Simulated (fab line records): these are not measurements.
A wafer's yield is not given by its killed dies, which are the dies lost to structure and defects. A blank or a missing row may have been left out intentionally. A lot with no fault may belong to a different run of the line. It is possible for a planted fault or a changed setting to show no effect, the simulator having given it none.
What tool caused it? :: flow gf180mcu :: 18 wafers from 6 lots sampled at 3 of the route's 602 steps

WHAT THE GAUGES READ, wafer by wafer
GF_M5_OVL_MEAS_08.
lot: L759
measured: day 26 04:22
on: overlay-01
M5_OVL (nm): -1 -8 -4

lot: L762
measured: day 27 12:52
on: overlay-01
M5_OVL (nm): -5 6 -1

lot: L764
measured: day 28 05:30
on: overlay-02
M5_OVL (nm): -5 1 -4

lot: L766
measured: day 28 21:18
on: overlay-01
M5_OVL (nm): 2 -7 3

lot: L768
measured: day 29 09:01
on: overlay-01
M5_OVL (nm): 4 6 2

lot: L778
measured: day 32 09:02
on: overlay-01
M5_OVL (nm): -17 -1 -14

TOOL THAT RAN EACH LOT (tool first, then ch and the chambers of the sampled wafers, then the start)
lot: L759
GF_MIM_SPUTTER_04: pvd sputter-02, day 24 08:14
GF_MIM_SPUTTER_09: pvd sputter-03, day 24 08:26

lot: L762
GF_MIM_SPUTTER_04: pvd sputter-02, day 25 18:59
GF_MIM_SPUTTER_09: pvd sputter-03, day 25 19:11

lot: L764
GF_MIM_SPUTTER_04: pvd sputter-02, day 26 12:38
GF_MIM_SPUTTER_09: pvd sputter-04, day 26 12:50

lot: L766
GF_MIM_SPUTTER_04: pvd sputter-04, day 27 00:17
GF_MIM_SPUTTER_09: pvd sputter-03, day 27 00:29

lot: L768
GF_MIM_SPUTTER_04: pvd sputter-04, day 27 17:51
GF_MIM_SPUTTER_09: pvd sputter-03, day 27 18:03

lot: L778
GF_MIM_SPUTTER_04: pvd sputter-03, day 30 22:15
GF_MIM_SPUTTER_09: pvd sputter-04, day 30 22:27
- GF_MIM_SPUTTER_04: material TiN, target thk 50 nm, time 41.7 s.
- GF_MIM_SPUTTER_09: material TiN, target thk 35 nm, time 29.2 s.

THE ANSWER, worked out from the rows above alone
Rule: the usual values come from the lots themselves. Put in order of their means at a reading, lots are off if they are a third of the lots or fewer, leave a main group of 4 or more, and stand apart from it by a gap of 3 or more times the standard deviation of the main group's means; of several such gaps the widest counts. If all means in a main group match to the digits the tables above print for the reading, that group is not used. Also off: a lot with no number at a reading for which 4 or more lots have one. All remaining lots with rows at the step are treated as sound.
No lot is off on any of the readings shown, so nothing can be concluded from this.

WHAT THE SIMULATOR HAD INSERTED
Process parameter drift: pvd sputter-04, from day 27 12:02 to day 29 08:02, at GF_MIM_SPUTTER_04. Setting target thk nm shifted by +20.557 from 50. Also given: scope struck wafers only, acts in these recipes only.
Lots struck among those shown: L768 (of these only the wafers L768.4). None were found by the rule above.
